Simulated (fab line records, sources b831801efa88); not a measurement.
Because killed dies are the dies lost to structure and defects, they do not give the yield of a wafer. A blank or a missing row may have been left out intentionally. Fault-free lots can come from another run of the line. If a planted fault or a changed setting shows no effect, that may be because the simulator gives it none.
What tool caused it? -- flow gf180mcu -- 18 wafers sampled from 6 lots at 1 step of a route of 602

== WHAT THE GAUGES READ, wafer by wafer ==
GF_STI_THK_MEAS_24.
lot,measured,on,STI_CVD_23_THK (nm)
L979,day 2 09:07,filmMetro-03,658 648 653
L981,day 2 19:32,filmMetro-01,647 653 654
L983,day 3 04:23,filmMetro-03,647 649 657
L992,day 5 04:25,filmMetro-03,657 648 652
L996,day 6 01:10,filmMetro-01,654 651 650
L999,day 6 16:46,filmMetro-01,649 648 653

== EACH LOT AND THE TOOL THAT RAN IT (in order: tool; ch and the chambers of the sampled wafers; start) ==
There is no process step in the record ahead of these readings.

== THE ANSWER, worked out from the rows above alone ==
Rule: what is usual is taken from the lots themselves. The widest of any qualifying gaps counts: lots, ordered by their means at a reading, are off when they make up no more than a third of the lots, leave a main group of 4 or more, and stand apart from it by 3 or more times the standard deviation of that group's means. A main group whose means are all the same, to the digits that the tables above print for the reading, isn't used. Also off: a lot with no number at a reading for which 4 or more lots have one. The other lots that the step has rows for count as sound.
None of the lots is off at any reading shown; this tells nothing.

== WHAT WAS PUT IN BY THE SIMULATOR ==
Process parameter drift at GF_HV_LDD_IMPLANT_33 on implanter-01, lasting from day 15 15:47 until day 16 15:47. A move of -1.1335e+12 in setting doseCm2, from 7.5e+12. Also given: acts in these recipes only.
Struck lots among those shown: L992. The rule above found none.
